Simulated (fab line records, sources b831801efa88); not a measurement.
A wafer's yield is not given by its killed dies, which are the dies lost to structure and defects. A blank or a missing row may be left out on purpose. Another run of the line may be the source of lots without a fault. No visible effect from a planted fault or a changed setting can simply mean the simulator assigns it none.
Split-lot study | flow gf180mcu | 27 wafers read from 5 lots, route of 602 steps

## ON THE SPLIT
At GF_STI_OXIDATION_29 (stabilise 600 s, purge 300 s, target thk 10 nm), the setting oxTimeS was moved away from the recipe's 1418 s on 18 of the 27 wafers read, by -41.9% to +33.9%. The other wafers ran this setting at the recipe's value.

No step appears in the file between the split and the reading.

## THE READING
STI_OXIDATION_02_THK, in nm, at GF_STI_THK_MEAS_30. A value of 10.06 nm with a standard deviation of 0.13 nm is what fault-free wafers of this fab line usually give.

wafer  | tool, chamber at the split | oxTimeS as run, s | against the recipe | STI_OXIDATION_02_THK, nm | against lot-mates on the recipe
L074.1 | -, -                       | 1418              | recipe             | 10.19                    | -
L074.2 | -, -                       | 1418              | recipe             | 10.27                    | -
L074.3 | -, -                       | 1418              | recipe             | 10.09                    | -
L074.4 | -, -                       | 1418              | recipe             | 9.96                     | -
L074.5 | -, -                       | 1418              | recipe             | 10.13                    | -
L074.6 | -, -                       | 1418              | recipe             | 10.15                    | -
L076.1 | -, -                       | 1857              | +31.0%             | 12.07                    | no lot-mate on the recipe
L076.2 | -, -                       | 1857              | +31.0%             | 12.18                    | no lot-mate on the recipe
L076.3 | -, -                       | 1857              | +31.0%             | 12.11                    | no lot-mate on the recipe
L076.4 | -, -                       | 1857              | +31.0%             | 12.01                    | no lot-mate on the recipe
L076.5 | -, -                       | 1857              | +31.0%             | 12.04                    | no lot-mate on the recipe
L076.6 | -, -                       | 1857              | +31.0%             | 12.05                    | no lot-mate on the recipe
L078.1 | furnace-01, 0              | 1418              | recipe             | 10.25                    | -
L078.2 | furnace-01, 0              | 1418              | recipe             | 10.30                    | -
L078.5 | furnace-01, 0              | 1418              | recipe             | 10.21                    | -
L081.1 | -, -                       | 824               | -41.9%             | 6.75                     | no lot-mate on the recipe
L081.2 | -, -                       | 824               | -41.9%             | 6.82                     | no lot-mate on the recipe
L081.3 | -, -                       | 824               | -41.9%             | 6.72                     | no lot-mate on the recipe
L081.4 | -, -                       | 824               | -41.9%             | 6.66                     | no lot-mate on the recipe
L081.5 | -, -                       | 824               | -41.9%             | 6.80                     | no lot-mate on the recipe
L081.6 | -, -                       | 824               | -41.9%             | 6.63                     | no lot-mate on the recipe
L084.1 | -, -                       | 1899              | +33.9%             | 12.16                    | no lot-mate on the recipe
L084.2 | -, -                       | 1899              | +33.9%             | 12.24                    | no lot-mate on the recipe
L084.3 | -, -                       | 1899              | +33.9%             | 12.26                    | no lot-mate on the recipe
L084.4 | -, -                       | 1899              | +33.9%             | 12.22                    | no lot-mate on the recipe
L084.5 | -, -                       | 1899              | +33.9%             | 12.38                    | no lot-mate on the recipe
L084.6 | -, -                       | 1899              | +33.9%             | 12.29                    | no lot-mate on the recipe

FIT RESULTS
A straight line over all 27 wafers: STI_OXIDATION_02_THK changes by +0.0724 nm for each +1% of oxTimeS; r = +1.00; the points scatter about the line by 0.2 nm.
Too few moved wafers with a lot-mate on the recipe to fit a line net of each lot's own level.

## THE WHOLE CHAIN: every reading that the file lists as answering this split, in the file's order
step                | what it does                                   | reading                                                                         | change (the file's fit)                | r (the file's)
GF_STI_OXIDATION_29 | stabilise 600 s, purge 300 s, target thk 10 nm | SiO2_of_STI_OXIDATION_29.thkNm (the simulator's own value, which no gauge read) | +0.0724 nm for each +1% of the setting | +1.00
GF_STI_THK_MEAS_30  |                                                | STI_OXIDATION_02_THK                                                            | +0.0724 for each +1% of the setting    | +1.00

## FILE'S OWN FIT
STI_OXIDATION_02_THK changes by +0.0724 nm for each +1% of oxTimeS, r = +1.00.
